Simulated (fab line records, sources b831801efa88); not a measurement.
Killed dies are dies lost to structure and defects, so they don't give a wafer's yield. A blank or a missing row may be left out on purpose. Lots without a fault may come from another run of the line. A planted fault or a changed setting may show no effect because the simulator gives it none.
A struck lot beside a sound one | flow sky130 | 35 steps out of a route of 708
Sound: wafers L123.1, L123.2, L123.5. Struck: wafer L133.6. (L133.3, L133.4 of the same lot were not struck and are left out.) The cause comes at the end.
At each step with rows: each side's tool, then ch and its chambers, then its first start. Under that, the readings that differ: sound wafers | struck wafers | difference of the means | sigmas: that difference in standard deviations of wafers without a fault.
alike: readings whose means differ by less than 2 such deviations, and words and numbers that are the same on both sides. not compared: withheld readings, readings that some wafer has no value for, bounds like >300 that may hide the same value, and numbers for which the record gives no deviation and whose values overlap.
The two part at a step that has a row with sigmas, a row that says differs or no value, or rows on one side only. Numbers that don't overlap but have no deviation are shown without sigmas and don't part them. A reading that every wafer of one side lacks parts them only if that side has two wafers or more.

first, 10 steps without rows for these wafers: SKY_CONTACT_ETCH_17 (etches SiO2 in C4F8/O2/Ar, stops on Si3N4, target depth 340 nm); SKY_CONTACT_ETCH_18 (etches Si3N4 in CHF3/O2, stops on TiN, time 39 s, target depth 75 nm); SKY_CONTACT_STRIP_19 (strips in O2/N2); SKY_CONTACT_STRIP_20 (strips in post etch residue remover, time 1200 s); SKY_CONTACT_CLEAN_21 (cleans in IPA, time 180 s); SKY_CONTACT_CLEAN_22 (cleans in O3/DIW); SKY_CONTACT_SPUTTER_23 (material TiN, target thk 20 nm, time 80 s); SKY_CONTACT_CVD_24 (deposits W, target thk 340 nm, time 102.12 s); SKY_CONTACT_CMP_27 (polishes, stops on SiO2, t overpolish 15 s, target thk 0 nm); SKY_METAL1_SPUTTER_00 (material Ti, target thk 15 nm, time 10 s).
SKY_METAL1_SPUTTER_01: material TiN, target thk 20 nm, time 16.7 s.
  sound on pvd_sputter-04, day 33 07:17; struck on pvd_sputter-01, day 36 07:43
  alike: chamber_pressure_pa, throttle_valve_pct
then, 23 steps without rows for these wafers: SKY_METAL1_SPUTTER_02 (material AlCu, target thk 250 nm, time 13.3 s); SKY_METAL1_SPUTTER_03 (material Ti, target thk 5 nm, time 3.3 s); SKY_METAL1_SPUTTER_04 (material TiN, target thk 70 nm, time 58.3 s); SKY_METAL1_DEHYDRATE_07 (time 60 s); SKY_METAL1_HMDS_08 (prime time 60 s); SKY_METAL1_COAT_09 (resist thk 60 nm); SKY_METAL1_COAT_10 (resist thk 450 nm); SKY_METAL1_SOFTBAKE_11 (time 90 s); SKY_METAL1_EXPOSE_12 (exposes mask MM1, target cd 140 nm); SKY_METAL1_PEB_13; SKY_METAL1_DEVELOP_14 (develop time 60 s); SKY_METAL1_DESCUM_17 (chemistry O2, time 8 s); SKY_METAL1_ETCH_18 (etches BARC in N2/H2, stops on SiO2, time 45.9 s, target depth 60 nm); SKY_METAL1_METAL_ETCH_19 (etches the open film in Cl2/BCl3, stops on SiO2, target depth 360 nm, time 78 s); SKY_METAL1_STRIP_20 (strips in O2/N2); SKY_METAL1_STRIP_21 (strips in post etch residue remover, time 1200 s); SKY_METAL1_CLEAN_22 (cleans in IPA, time 180 s); SKY_METAL1_CLEAN_23 (cleans in O3/DIW); SKY_VIA1_HDPCVD_00 (deposits SiO2, target thk 1030 nm, time 171.7 s); SKY_VIA1_CMP_02 (polishes SiO2); SKY_VIA1_DEHYDRATE_04 (time 60 s); SKY_VIA1_HMDS_05 (prime time 60 s); SKY_VIA1_COAT_06 (resist thk 60 nm).
-- the record jumps here: 13 days lie between the struck wafers' starts before and after (it left off in module VIA1 and takes up again in module PAD_OPEN, whose first step shown is number 708 of the route) --
SKY_PAD_OPEN_PROBE_99:
  sound on prober-02, day 47 06:09; struck on prober-02, day 49 12:05
  reading                               | sound            | struck | difference | sigmas
  defect_limited_yield (%)              | 81.7 85.4 81.5   | 76.4   | -6.5       | -3
  killed_at_M0_to_M3                    | 42 34 45         | 84     | +44        | +7
  killed_dies                           | 90 72 91         | 116    | +32        | +3
  sort_bin_5_function (%)               | 11.2 9.3 9.3     | 16.5   | +6.6       | +4
  sort_n_pass                           | 402 420 401      | 376    | -32        | -3
  sort_yield_pct (%)                    | 81.7 85.4 81.5   | 76.4   | -6.5       | -3
  model.etest.tester.sort_n_pass        | 402 420 401      | 376    | -32        |
  model.etest.tester.sort_yield_pct (%) | 81.71 85.37 81.5 | 76.42  | -6.44      |
  model.etest.tester.sort_bin_5_pct (%) | 11.18 9.35 9.35  | 16.46  | +6.50      |
  alike: killed_at_M4_up, killed_at_contacts, killed_at_front_end, killed_at_other, killed_open, killed_short, sort_bin_3_pad_short, sort_bin_6_memory
  not compared: model.etest.tester.sort_bin_3_pct

WHERE THEY PART
Only at SKY_PAD_OPEN_PROBE_99, within this record.

WHY: what the simulator had put in
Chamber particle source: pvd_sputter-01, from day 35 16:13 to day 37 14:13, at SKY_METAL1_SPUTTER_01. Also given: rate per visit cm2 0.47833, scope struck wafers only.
